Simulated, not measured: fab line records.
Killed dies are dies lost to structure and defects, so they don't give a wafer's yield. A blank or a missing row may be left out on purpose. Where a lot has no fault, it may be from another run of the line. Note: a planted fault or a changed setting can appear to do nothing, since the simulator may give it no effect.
Problem report in the 8D (eight disciplines) form, filled by code    flow sky130    the parts of the form that need people (team, actions taken, sign-off) are left out

== 1. THE ISSUE ==
GATE_OXIDE_OXIDATION_00_THK at SKY_GATE_OXIDE_THK_MEAS_02 reads a mean of 8.15 nm on 6 wafers of 2 lots; wafers without a fault read 10.23 nm with a standard deviation of 0.16. Relative to the usual mean, that is a shift of -13 standard deviations.
Earliest sighting: wafer L483.4 on film metro-03 at day 16 03:10. Wafers with a number at this step in the record: 33, from 11 lots. Rule for "out" (also "out of limits"): further than 4 standard deviations from the usual mean. The other wafers with a number count as sound.

== 2. WHAT IT IS; WHAT IT IS NOT ==
question                     is                            is not
which readings at this step  GATE_OXIDE_OXIDATION_00_THK   -
which lots                   L482, L483                    L474, L475, L476, L477, L478, L490, L491, L492, L495
which wafers of those lots   all that have a number        -
read on which gauges         film metro-03, film metro-04  film metro-01
when                         from day 16 03:10             up to then (15 sound wafers); but 12 sound wafers of L490, L491, L492, L495 came after

== 3. THE SUSPECTS, EACH WITH WHAT RULES IT OUT ==
Counting: any tool at a process step up to the reading is kept as a suspect provided that every lot that is out went through it and no sound lot did after the first of them.
- ruled out: the gauge at SKY_GATE_OXIDE_THK_MEAS_02. The wafers that are out were read on 2 gauges (film metro-03, film metro-04).
- plasma asher-01 at SKY_SONOS_ONO_STRIP_17 (strips in O2/N2): ruled out as a lasting fault. Sound lots L492 ran on it after its first lot that is out, L483 (day 16 01:29).
- furnace-01 at SKY_GATE_OXIDE_OXIDATION_01 (stabilise 600 s, purge 300 s, target thk 10.268 nm): ruled out as a lasting fault. Sound lots L491, L492 ran on it after its first lot that is out, L483 (day 16 01:44).
Left after counting: nothing in the record.

== 4. THE CAUSE (what the simulator had put in) ==
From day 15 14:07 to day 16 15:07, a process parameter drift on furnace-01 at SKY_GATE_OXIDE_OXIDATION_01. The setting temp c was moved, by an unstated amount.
The count ruled it out by mistake, since the rule takes a fault to strike every lot its tool runs from the start of the fault on, and this one did not do so.

== 5. SEQUENCE OF EFFECTS, ordered by route ==
Rows list readings where the struck wafers' mean (over those with a number) sits beyond 3 standard deviations from the usual. Readings are gone through only where the record gives a usual standard deviation; hours: the median, over the lots, of the time from a lot's start at the first step in this table giving one to that lot's start at this step; sigmas: the change measured in usual standard deviations.
hours  step                         reading                      usual     on struck wafers  change  sigmas
0      SKY_GATE_OXIDE_OXIDATION_01  spike tc bottom C            913.8 C   893.5             -20.3   -21
0      SKY_GATE_OXIDE_OXIDATION_01  spike tc centre C            900.4 C   878.8             -21.6   -13
0      SKY_GATE_OXIDE_OXIDATION_01  spike tc lower C             900.8 C   881.3             -19.5   -16
0      SKY_GATE_OXIDE_OXIDATION_01  spike tc top C               911.4 C   894.0             -17.4   -6.0
0      SKY_GATE_OXIDE_OXIDATION_01  spike tc upper C             901.2 C   882.2             -19.0   -12
1      SKY_GATE_OXIDE_THK_MEAS_02   GATE_OXIDE_OXIDATION_00_THK  10.23 nm  8.15              -2.08   -13
Process steps it contains:
- SKY_GATE_OXIDE_OXIDATION_01: stabilise 600 s, purge 300 s, target thk 10.268 nm.

== 6. HOW IT WOULD HAVE BEEN CAUGHT EARLIER ==
Counted from the fault's start at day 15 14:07, it took 13 hours until the first out-of-limits reading at a measuring or inspecting step in this record, taken at day 16 03:10.
Tool's own readings at SKY_GATE_OXIDE_OXIDATION_01, spike tc bottom C, spike tc centre C, spike tc lower C, spike tc top C, spike tc upper C: out on all struck wafers the step has rows for; an alarm limit on them would have tripped on the first.
